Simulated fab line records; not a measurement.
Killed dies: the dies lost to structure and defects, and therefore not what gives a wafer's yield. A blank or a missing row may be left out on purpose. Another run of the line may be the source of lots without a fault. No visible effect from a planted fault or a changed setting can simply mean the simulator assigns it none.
2 desks looking at one fault / flow gf180mcu / each desk has only its own numbers; what lay behind them comes last

METROLOGY DESK
What the gauges read for every lot (on any tool): the sampled wafers with a number, averaged. Any lot whose mean is over 4 standard deviations away from the usual mean is out of limits and marked OUT; that distance is given in the brackets.
Columns: A = TOP_METAL_ALCU_THK at GF_TOP_METAL_THK_MEAS_06, usual 899 nm
lot=L296; first seen here=day 27 05:45; A=913
lot=L301; first seen here=day 29 02:39; A=880
lot=L302; first seen here=day 29 07:32; A=886
lot=L305; first seen here=day 30 09:49; A=885
lot=L306; first seen here=day 30 18:43; A=904
lot=L307; first seen here=day 31 00:10; A=912
lot=L310; first seen here=day 31 08:35; A=898
lot=L312; first seen here=day 31 23:19; A=895
lot=L313; first seen here=day 32 09:00; A=890
lot=L315; first seen here=day 32 17:07; A=904
lot=L316; first seen here=day 32 20:56; A=898
lot=L318; first seen here=day 33 08:11; A=884
This desk's verdict: no lot among the 12 shows anything out of limits.

TOOL OWNER'S DESK, pvdSputter-04
The tool's own readings at GF_M3_SPUTTER_03 (material Ti, target thk 10 nm, time 6.7 s): means of the sampled wafers that have a number, for each lot that ran on this tool. Any lot whose mean is over 4 standard deviations away from the usual mean is out of limits and marked OUT; that distance is given in the brackets.
Columns: A = throttleValvePct at GF_M3_SPUTTER_03, usual 30.1 %
lot=L301; first seen here=day 22 12:32; A=31.6
lot=L305; first seen here=day 24 02:37; A=31.6
lot=L307; first seen here=day 24 18:41; A=31.4
This desk's verdict: no lot among the 3 shows anything out of limits.

ALL TOGETHER
From the metrology desk's view, nothing was out of limits.
The desk of the tool owner found nothing out of limits.

WHAT WAS PUT IN BY THE SIMULATOR
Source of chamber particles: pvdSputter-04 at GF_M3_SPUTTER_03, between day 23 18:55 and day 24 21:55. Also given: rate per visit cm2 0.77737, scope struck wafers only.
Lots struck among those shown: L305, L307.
